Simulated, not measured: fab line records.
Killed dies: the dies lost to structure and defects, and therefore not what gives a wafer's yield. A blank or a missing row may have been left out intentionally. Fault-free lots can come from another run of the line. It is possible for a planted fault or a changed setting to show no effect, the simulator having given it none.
Which tool was responsible? ; flow gf180mcu ; Sampling: 13 lots, 39 wafers, 5 of 602 route steps

== WHAT THE GAUGES SHOWED, per wafer ==
GF_VT_IMPLANT_RS_MEAS_48: the measuring method here is four-point-probe. Usual: LVPWELL_RS gives 1197 ohm/sq (standard deviation 3.2).
lot;measured;on;LVPWELL_RS (ohm/sq);flag
L948;day 7 17:47;film-metro-03;1196 1200 1199;
L950;day 8 05:44;film-metro-02;1203 1200 1200;
L953;day 9 04:19;film-metro-02;1199 1198 1200;
L957;day 10 07:55;film-metro-03;1198 1194 1197;
L958;day 10 13:42;film-metro-02;1157 1161 1162;OFF
L960;day 11 05:27;film-metro-03;1159 1160 1156;OFF
L963;day 12 13:45;film-metro-04;1197 1196 1195;
L964;day 12 14:58;film-metro-04;1198 1199 1198;
L965;day 12 23:31;film-metro-03;1199 1199 1196;
L967;day 13 04:14;film-metro-03;1197 1196 1195;
L966;day 13 04:34;film-metro-02;1196 1193 1190;
L968;day 13 14:09;film-metro-03;1199 1199 1198;
L969;day 14 02:08;film-metro-04;1196 1198 1201;

GF_V3_THK_MEAS_01. Usual: V3_CVD_00_THK gives 601 nm (standard deviation 5.8).
lot;measured;on;V3_CVD_00_THK (nm);flag
L948;day 21 09:47;film-metro-01;601 602 595;
L950;day 22 03:49;film-metro-02;592 594 597;
L953;day 23 14:34;film-metro-04;597 599 594;
L957;day 25 01:32;film-metro-01;597 593 594;
L958;day 25 10:11;film-metro-02;592 603 594;
L960;day 26 03:08;film-metro-01;596 600 597;
L963;day 27 07:19;film-metro-04;607 605 607;
L964;day 27 09:58;film-metro-02;604 603 605;
L965;day 27 16:39;film-metro-04;592 600 597;
L967;day 28 01:03;film-metro-02;593 597 597;
L966;day 28 00:43;film-metro-04;604 607 602;
L968;day 28 10:28;film-metro-04;613 614 609;
L969;day 28 22:55;film-metro-02;604 603 604;

GF_V3_OVL_MEAS_15. Usual: V3_OVL gives 2 nm (standard deviation 6).
lot;measured;on;V3_OVL (nm);flag
L948;day 22 09:55;overlay-02;0 -2 -2;
L950;day 23 02:58;overlay-01;-2 -4 -3;
L953;day 24 13:25;overlay-02;8 7 4;
L957;day 25 23:36;overlay-02;5 10 9;
L958;day 26 08:08;overlay-01;6 4 3;
L960;day 27 00:10;overlay-01;5 -5 3;
L963;day 28 04:01;overlay-02;-3 -4 -6;
L964;day 28 05:46;overlay-01;-1 -4 -1;
L965;day 28 13:46;overlay-01;-6 -2 -8;
L967;day 28 20:30;overlay-01;6 7 8;
L966;day 28 20:10;overlay-01;3 4 -5;
L968;day 29 05:49;overlay-02;-9 -1 -7;
L969;day 29 18:29;overlay-01;4 7 4;

== WHAT TOOL EACH LOT RAN ON (gives the tool, then ch and the chambers of the sampled wafers, and finally the start) ==
lot;GF_LVPWELL_IMPLANT_09;GF_V2_STRIP_18
L948;implanter-03 ch 0, day 4 02:55;plasma-asher-04 ch 0,1, day 20 07:20
L950;implanter-03 ch 0, day 4 13:05;plasma-asher-03 ch 1, day 21 02:01
L953;implanter-03 ch 0, day 5 07:10;plasma-asher-01 ch 0,1, day 22 13:52
L957;implanter-04 ch 0, day 6 04:26;plasma-asher-03 ch 0,1, day 24 01:04
L958;implanter-03 ch 0, day 6 08:36;plasma-asher-04 ch 0,1, day 24 10:43
L960;implanter-03 ch 0, day 6 20:56;plasma-asher-04 ch 0,1, day 25 03:37
L963;implanter-02 ch 0, day 8 01:32;plasma-asher-03 ch 0,1, day 26 08:10
L964;implanter-04 ch 0, day 8 02:13;plasma-asher-03 ch 0,1, day 26 11:58
L965;implanter-04 ch 0, day 8 09:28;plasma-asher-03 ch 0,1, day 26 18:04
L967;implanter-04 ch 0, day 8 12:30;plasma-asher-03 ch 0,1, day 27 03:04
L966;implanter-04 ch 0, day 8 13:23;plasma-asher-04 ch 0,1, day 27 02:21
L968;implanter-02 ch 0, day 8 21:42;plasma-asher-01 ch 0,1, day 27 12:58
L969;implanter-04 ch 0, day 9 07:53;plasma-asher-01 ch 0,1, day 28 01:03
- GF_LVPWELL_IMPLANT_09
- GF_V2_STRIP_18: strips in O2/N2.

== AS READ BY THE TOOLS THEMSELVES (means over the sampled wafers that have a number; for cases with no such wafer, the mark the record gives instead) ==
GF_LVPWELL_IMPLANT_09. Usual: beam-on-s 10.01 s, standard deviation 0.22; faraday-current-uA 28.2, standard deviation 0.61.
lot;tool;beam-on-s (s);faraday-current-uA;flag
L948;implanter-03;9.96;28.3;
L950;implanter-03;9.96;28.3;
L953;implanter-03;10.18;27.7;
L957;implanter-04;9.99;28.2;
L958;implanter-03;11.57;24.3;OFF
L960;implanter-03;12.00;23.5;OFF
L963;implanter-02;9.89;28.4;
L964;implanter-04;9.81;28.7;
L965;implanter-04;10.05;28.1;
L967;implanter-04;9.95;28.3;
L966;implanter-04;10.11;27.9;
L968;implanter-02;9.94;28.3;
L969;implanter-04;10.24;27.5;

GF_V2_STRIP_18. Usual: drypump-motor-current-A 6.0 A, standard deviation 0.31; heater-power-w 321 W, standard deviation 26; oes-product-au 0.592 a.u., standard deviation 0.005.
lot;tool;drypump-motor-current-A (A);heater-power-w (W);oes-product-au (a.u.);flag
L948;plasma-asher-04;5.7;324;0.587;
L950;plasma-asher-03;6.4;282;0.589;
L953;plasma-asher-01;5.9;336;0.593;
L957;plasma-asher-03;6.3;300;0.589;
L958;plasma-asher-04;5.7;321;0.586;
L960;plasma-asher-04;5.7;326;0.589;
L963;plasma-asher-03;6.2;313;0.592;
L964;plasma-asher-03;6.2;312;0.597;
L965;plasma-asher-03;6.2;317;0.594;
L967;plasma-asher-03;6.3;298;0.595;
L966;plasma-asher-04;5.7;324;0.596;
L968;plasma-asher-01;5.9;351;0.590;
L969;plasma-asher-01;5.9;337;0.589;

== THE ANSWER, worked out from the rows above alone ==
Rule: a lot counts as off when the mean over its wafers that have a number is more than 3 standard deviations away from the usual mean. A lot without any number at a reading at which 4 lots or more have one is off too. The other lots that the step has rows for count as sound. Order of review: gauges by route order, followed by the tools' own readings, for which a lot's mean as printed above is used. At the first step where some lot is off, the reading lying furthest off is the one used; lots without a number count as furthest.
Off: L958, L960, seen at GF_VT_IMPLANT_RS_MEAS_48 (LVPWELL_RS).
If a tool, at a process step before that reading, ran all the lots that are off and no sound lot after the first of them, it fits. The gauges at GF_VT_IMPLANT_RS_MEAS_48 aren't tried: what is off there is off at GF_LVPWELL_IMPLANT_09 too, on other tools, and a gauge's error can't cause that. One fits: GF_LVPWELL_IMPLANT_09 on implanter-03. Its last sound lot is L953 (day 5 07:10), its first lot that is off L958 (day 6 08:36): a fault that began between those two fits.
The tool's own readings at GF_LVPWELL_IMPLANT_09 bear it out: on the lots that are off they differ by more than 5 times the standard deviation of the sound lots' means. beam-on-s reads 11.79 s there against 10.01 s on the sound lots; faraday-current-uA reads 23.9 there against 28.2 on the sound lots.

== WHAT THE SIMULATOR HAD INSERTED ==
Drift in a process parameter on implanter-03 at GF_LVPWELL_IMPLANT_09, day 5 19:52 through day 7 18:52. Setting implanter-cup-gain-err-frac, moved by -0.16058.
Shown lots that were struck: L958, L960. The rule above reached the same finding.
